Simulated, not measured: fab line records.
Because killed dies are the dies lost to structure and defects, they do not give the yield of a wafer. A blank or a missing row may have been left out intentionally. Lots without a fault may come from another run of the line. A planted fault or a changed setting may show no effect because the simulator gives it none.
One fault seen from 2 desks    flow gf180mcu    each desk has only its own numbers; what lay behind them comes last

## TOOL OWNER'S DESK, cmp-01
The tool's own readings at GF_V5_CMP_04 (polishes SiO2): means of the sampled wafers that have a number, for each lot that ran on this tool. A lot is out of limits, marked OUT, if its mean lies more than 4 standard deviations from the usual mean; the brackets give that distance.
Columns: A = motorCurrentA at GF_V5_CMP_04, usual 11.8 A
lot   first seen here  A
L810  day 26 14:00     13.0
L812  day 27 02:35     13.6
L813  day 27 12:31     12.8
L815  day 28 06:25     12.2
L818  day 29 06:25     12.5
L828  day 32 07:29     13.6
L829  day 32 08:58     12.3
Finding of this desk: none of the 7 lots has anything out of limits.

## THE METROLOGY DESK
What the gauges read, lot by lot, whatever tool the lot ran on: means of the sampled wafers that have a number. A lot is out of limits, marked OUT, if its mean lies more than 4 standard deviations from the usual mean; the brackets give that distance.
Columns: A = M5_OVL at GF_M5_OVL_MEAS_08, usual 1 nm
lot   first seen here  A
L809  day 26 01:48     0
L810  day 26 12:58     5
L812  day 27 01:32     -4
L813  day 27 11:22     -6
L815  day 28 05:15     -0
L818  day 29 05:23     -6
L819  day 29 11:30     4
L824  day 31 01:02     1
L828  day 32 06:19     -4
L829  day 32 07:51     1
L830  day 32 13:55     -0
L832  day 32 21:34     9
Finding of this desk: none of the 12 lots has anything out of limits.

## ALL TOGETHER
The tool owner's desk saw nothing out of limits.
Metrology desk: nothing out of limits seen.

## WHAT HAD BEEN PUT IN BY THE SIMULATOR
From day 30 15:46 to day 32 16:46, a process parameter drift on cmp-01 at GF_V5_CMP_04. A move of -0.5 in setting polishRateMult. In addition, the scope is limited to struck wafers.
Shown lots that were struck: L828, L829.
